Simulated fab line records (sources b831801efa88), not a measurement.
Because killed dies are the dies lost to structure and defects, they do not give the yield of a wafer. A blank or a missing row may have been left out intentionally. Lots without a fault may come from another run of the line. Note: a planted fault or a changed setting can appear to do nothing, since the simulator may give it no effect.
fab line records    flow gf180mcu
record lots=14  wafers=42  last-day=34
route steps=602 shown PSD@254 CONTACT@292 V1@359 M2@362
lots with no fault: from the same line, run without faults
start-h: the number of hours between the record's first day and the start of the first shown wafer of the lot    wait-h: hours since the lot's step before    " identical to the entry in the row above    L1.1+2: a row that stands for several wafers    - either no value or no given start    * or withheld: withheld    < > ~ a bound
route shown NAME@n: a module of which the file shows steps, and the number in the route of the first    usual: mean/standard deviation of fault-free wafers    same: alike in all rows    chamber/n: place in a boat    sites: per-site readings    _std_site: how widely they spread, as a standard deviation    _edge_site: inner sites' mean taken away from outer sites' mean    radius-mm: for every site, how far away it sits from the centre of the wafer    mask NAME#n: copy n    behind: the last tool/chamber to shape the wafer    hold: the reason the lot was held/the length of the hold in hours/how it ended    device: whichever transistor did not switch (one of n, p or np)    end of line: tests of these same wafers at the route's end    where a step has no rows: the recipe by itself    killed: the dies lost at the first sort to structure and to defects; this is not the yield of the wafer    map: a wafer's dies, x killed, . not, _ none there
set.NAME: setting as actually run; set.NAME@STEP: the setting as run at that earlier step    model.NAME: the simulator's own value behind a step, which no gauge read
one table for each step of the route and one row for each wafer, over a sample of lots
services: when a tool's chamber went out of use (start-h, in hours from the record's first day, below 0 if earlier), for how many hours, and the reason
## steps
# step GF_PSD_DEVELOP_06
# recipe develop-time-s=60  dev-temp-c=23
lot.wafer   tool            chamber  start-h  wait-h
L818.2+3+5  litho-track-03  0        324.95   0.1
L820.1+2+6  litho-track-02  0        332.04   0.1
L821.1+2+4  litho-track-01  0        345.84   0.1
L822.1+5+6  litho-track-03  0        352.27   0.1
L826.2+3+5  litho-track-03  0        381.15   0.1
L827.3+5+6  litho-track-03  0        390.47   0.1
L828.2+4+5  litho-track-02  0        398.51   0.1
L829.3+5+6  litho-track-02  0        406.33   0.1
L834.1+2+3  litho-track-01  0        453.84   0.1
L836.1+2+5  litho-track-02  0        468.38   0.1
L838.2+3+5  litho-track-03  0        483.54   0.1
L839.1+3+4  litho-track-03  0        495.07   0.1
L840.3+4+6  litho-track-03  0        502.67   0.1
L841.4+5+6  litho-track-03  0        509.09   0.1
# step GF_PSD_CD_MEAS_07
# recipe target-cd-nm=400
# usual cd-nm=399.7/2
lot.wafer  tool       chamber  start-h  wait-h  cd-nm
L818.2     cd-sem-01  -        325.09   0.1     400.9
L818.3     "          -        "        "       401.3
L818.5     "          -        "        "       400.0
L820.1     cd-sem-01  -        332.19   0.1     398.3
L820.2     "          -        "        "       399.9
L820.6     "          -        "        "       400.4
L821.1     cd-sem-02  -        345.99   0.1     398.0
L821.2     "          -        "        "       399.0
L821.4     "          -        "        "       397.5
L822.1     cd-sem-01  -        352.42   0.1     399.8
L822.5     "          -        "        "       398.8
L822.6     "          -        "        "       397.7
L826.2     cd-sem-01  -        381.29   0.1     408.1
L826.3     "          -        "        "       410.6
L826.5     "          -        "        "       409.6
L827.3     cd-sem-01  -        390.61   0.1     411.7
L827.5     "          -        "        "       411.0
L827.6     "          -        "        "       410.8
L828.2     cd-sem-02  -        398.66   0.1     400.8
L828.4     "          -        "        "       401.3
L828.5     "          -        "        "       400.4
L829.3     cd-sem-02  -        406.47   0.1     400.4
L829.5     "          -        "        "       400.6
L829.6     "          -        "        "       401.5
L834.1     cd-sem-02  -        453.99   0.1     403.6
L834.2     "          -        "        "       405.1
L834.3     "          -        "        "       403.4
L836.1     cd-sem-02  -        468.58   0.2     399.4
L836.2     "          -        "        "       398.2
L836.5     "          -        "        "       397.5
L838.2     cd-sem-02  -        483.69   0.1     402.3
L838.3     "          -        "        "       401.7
L838.5     "          -        "        "       401.1
L839.1     cd-sem-02  -        495.22   0.1     400.9
L839.3     "          -        "        "       399.8
L839.4     "          -        "        "       402.6
L840.3     cd-sem-01  -        502.81   0.1     398.6
L840.4     "          -        "        "       397.2
L840.6     "          -        "        "       401.1
L841.4     cd-sem-01  -        509.23   0.1     397.3
L841.5     "          -        "        "       394.8
L841.6     "          -        "        "       394.9
# step GF_CONTACT_BOW_MEAS_05
# recipe mode=bow
# usual CONTACT_BOW=66/6.8
lot.wafer  tool           chamber  start-h  wait-h  CONTACT_BOW[um]
L818.2     film-metro-02  -        348.50   0.3     60
L818.3     "              -        "        "       70
L818.5     "              -        "        "       69
L820.1     film-metro-01  -        355.42   0.1     72
L820.2     "              -        "        "       69
L820.6     "              -        "        "       64
L821.1     film-metro-02  -        371.01   0.2     69
L821.2     "              -        "        "       60
L821.4     "              -        "        "       67
L822.1     film-metro-02  -        377.16   0.1     67
L822.5     "              -        "        "       68
L822.6     "              -        "        "       62
L826.2     film-metro-04  -        407.28   0.2     63
L826.3     "              -        "        "       64
L826.5     "              -        "        "       62
L827.3     film-metro-02  -        416.24   0.1     59
L827.5     "              -        "        "       65
L827.6     "              -        "        "       60
L828.2     film-metro-04  -        424.84   0.2     69
L828.4     "              -        "        "       74
L828.5     "              -        "        "       69
L829.3     film-metro-04  -        432.56   0.1     69
L829.5     "              -        "        "       57
L829.6     "              -        "        "       74
L834.1     film-metro-02  -        480.44   0.2     65
L834.2     "              -        "        "       57
L834.3     "              -        "        "       58
L836.1     film-metro-04  -        494.87   0.1     54
L836.2     "              -        "        "       64
L836.5     "              -        "        "       61
L838.2     film-metro-02  -        509.60   0.1     71
L838.3     "              -        "        "       59
L838.5     "              -        "        "       70
L839.1     film-metro-04  -        520.46   0.2     73
L839.3     "              -        "        "       61
L839.4     "              -        "        "       65
L840.3     film-metro-02  -        527.55   0.3     61
L840.4     "              -        "        "       76
L840.6     "              -        "        "       56
L841.4     film-metro-04  -        534.42   0.2     66
L841.5     "              -        "        "       65
L841.6     "              -        "        "       62
# step GF_V1_RS_MEAS_24
# recipe thk-meas-gauge=four-point-probe  reads=W_of_V1_CVD_23+TiN_of_V1_SPUTTER_22+Ti_of_V1_SPUTTER_21
# usual V1_W_RS=0.326/0.0031
lot.wafer  tool           chamber  start-h  wait-h  V1_W_RS[ohm/sq]
L818.2     film-metro-03  -        421.69   0.1     0.324
L818.3     "              -        "        "       0.325
L818.5     "              -        "        "       0.327
L820.1     film-metro-01  -        430.71   0.1     0.325
L820.2     "              -        "        "       0.323
L820.6     "              -        "        "       0.327
L821.1     film-metro-02  -        446.42   0.1     0.326
L821.2     "              -        "        "       0.325
L821.4     "              -        "        "       0.325
L822.1     film-metro-03  -        452.55   0.1     0.328
L822.5     "              -        "        "       0.326
L822.6     "              -        "        "       0.327
L826.2     film-metro-01  -        484.54   0.1     0.329
L826.3     "              -        "        "       0.327
L826.5     "              -        "        "       0.324
L827.3     film-metro-03  -        492.28   0.1     0.331
L827.5     "              -        "        "       0.331
L827.6     "              -        "        "       0.329
L828.2     film-metro-03  -        501.24   0.1     0.327
L828.4     "              -        "        "       0.325
L828.5     "              -        "        "       0.321
L829.3     film-metro-01  -        509.04   0.1     0.322
L829.5     "              -        "        "       0.324
L829.6     "              -        "        "       0.325
L834.1     film-metro-01  -        554.96   0.1     0.328
L834.2     "              -        "        "       0.331
L834.3     "              -        "        "       0.327
L836.1     film-metro-03  -        566.80   0.1     0.323
L836.2     "              -        "        "       0.320
L836.5     "              -        "        "       0.329
L838.2     film-metro-02  -        580.95   0.1     0.330
L838.3     "              -        "        "       0.327
L838.5     "              -        "        "       0.329
L839.1     film-metro-03  -        590.95   0.1     0.320
L839.3     "              -        "        "       0.320
L839.4     "              -        "        "       0.321
L840.3     film-metro-03  -        598.28   0.1     0.324
L840.4     "              -        "        "       0.326
L840.6     "              -        "        "       0.328
L841.4     film-metro-01  -        603.91   0.1     0.320
L841.5     "              -        "        "       0.325
L841.6     "              -        "        "       0.319
# step GF_M2_SPUTTER_00
# recipe material=Ti  target-thk-nm=37.5  arriving-ion-energy-ev=80  substrate-temp-c=200  chamber-pressure-pa=2  power-w=4000  time-s=150
# usual cathode-dc-power-W=4000.0/0.7  chamber-pressure-pa=2.000/0.0039  throttle-valve-pct=30.0/0.63
lot.wafer  tool            chamber  start-h  wait-h  cathode-dc-power-W  chamber-pressure-pa  throttle-valve-pct
L818.2     pvd-sputter-01  -        422.15   0.2     4000.3              2.001                28.8
L818.3     "               -        "        "       4000.3              2.000                30.1
L818.5     "               -        "        "       4000.0              2.004                30.2
L820.1     pvd-sputter-01  -        431.19   0.1     4000.4              2.002                30.5
L820.2     "               -        "        "       4000.8              1.995                29.9
L820.6     "               -        "        "       4000.0              2.003                30.5
L821.1     pvd-sputter-04  -        446.90   0.1     4000.0              2.005                30.8
L821.2     "               -        "        "       4000.4              1.996                30.2
L821.4     "               -        "        "       4001.4              1.998                30.9
L822.1     pvd-sputter-02  -        453.03   0.2     4000.6              1.999                30.6
L822.5     "               -        "        "       4000.0              1.999                30.0
L822.6     "               -        "        "       3999.6              1.997                30.5
L826.2     pvd-sputter-01  -        485.00   0.1     4000.9              1.996                29.6
L826.3     "               -        "        "       4000.7              1.995                30.5
L826.5     "               -        "        "       3999.7              1.995                30.3
L827.3     pvd-sputter-01  -        492.72   0.2     4000.0              1.997                30.2
L827.5     "               -        "        "       3999.9              1.999                30.2
L827.6     "               -        "        "       3999.7              2.001                28.9
L828.2     pvd-sputter-02  -        501.70   0.1     3999.4              1.998                29.4
L828.4     "               -        "        "       4001.3              2.005                29.9
L828.5     "               -        "        "       4001.1              2.003                30.7
L829.3     pvd-sputter-02  -        509.48   0.2     3998.8              1.998                29.8
L829.5     "               -        "        "       4000.4              2.001                30.4
L829.6     "               -        "        "       3998.9              2.000                29.7
L834.1     pvd-sputter-01  -        555.44   0.2     3999.0              2.001                28.7
L834.2     "               -        "        "       4000.4              2.004                30.5
L834.3     "               -        "        "       4000.4              1.999                30.4
L836.1     pvd-sputter-01  -        567.28   0.2     3999.6              1.993                30.1
L836.2     "               -        "        "       3999.6              2.002                29.7
L836.5     "               -        "        "       4001.0              1.993                30.5
L838.2     pvd-sputter-01  -        581.41   0.2     4000.5              1.998                30.2
L838.3     "               -        "        "       3998.1              2.000                30.5
L838.5     "               -        "        "       4000.5              1.999                29.7
L839.1     pvd-sputter-04  -        591.43   0.2     3998.8              2.005                29.0
L839.3     "               -        "        "       4000.2              1.999                31.0
L839.4     "               -        "        "       3998.2              2.002                30.2
L840.3     pvd-sputter-01  -        598.72   0.1     3999.8              1.992                28.8
L840.4     "               -        "        "       4001.2              1.995                29.8
L840.6     "               -        "        "       3999.7              2.000                30.5
L841.4     pvd-sputter-02  -        604.33   0.2     3999.0              2.001                30.1
L841.5     "               -        "        "       4000.9              2.001                29.5
L841.6     "               -        "        "       3998.9              1.999                30.2
## services
tool            chamber  start-h  hours  kind
pvd-sputter-01  2        340.66   -      consumable-replace:kit
pvd-sputter-01  2        340.66   18.0   scheduled-down
pvd-sputter-01  2        340.66   18.0   vent-cycle
pvd-sputter-01  -        355.50   1.9    repair
pvd-sputter-02  3        373.01   -      consumable-replace:kit
pvd-sputter-02  3        373.01   18.0   scheduled-down
pvd-sputter-02  3        373.01   18.0   vent-cycle
pvd-sputter-02  -        405.04   34.5   repair
pvd-sputter-02  -        475.18   1.4    repair
pvd-sputter-04  -        498.87   3.5    repair
pvd-sputter-01  -        518.89   4.1    repair
pvd-sputter-01  1        545.04   -      consumable-replace:kit
pvd-sputter-01  1        545.04   18.0   scheduled-down
pvd-sputter-01  1        545.04   18.0   vent-cycle
pvd-sputter-02  2        564.52   -      consumable-replace:kit
pvd-sputter-02  2        564.52   18.0   scheduled-down
pvd-sputter-02  2        564.52   18.0   vent-cycle
pvd-sputter-01  -        593.20   0.5    repair
pvd-sputter-04  -        596.42   1.1    repair
## key
first-sign step=GF_PSD_CD_MEAS_07  reading=cd-nm  direction=up  sigmas=5.2  usual=399.7  struck=410.3
effect none on later readings
met-at GF_PSD_DEVELOP_06
struck-lots L826,L827
tester-left-out L826,L827
not-acting-at GF_CONTACT_BOW_MEAS_05,GF_V1_RS_MEAS_24,GF_M2_SPUTTER_00
onset-between 352.27 381.15
fault kind=process-parameter-drift  tool=litho-track-03  chamber=-  onset-h=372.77  steps=GF_PSD_DEVELOP_06  channel=develop-time-s  offset=*  shape=step  end-h=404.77  acts-in=*  stated=*
# tester-left-out: of these lots the tester's yield and bins aren't shown, on N5 and GAA mostly nor the transistor test; their killed dies are dies lost to structure and defects alone, not to doping, threshold or leakage, so they don't give the yield
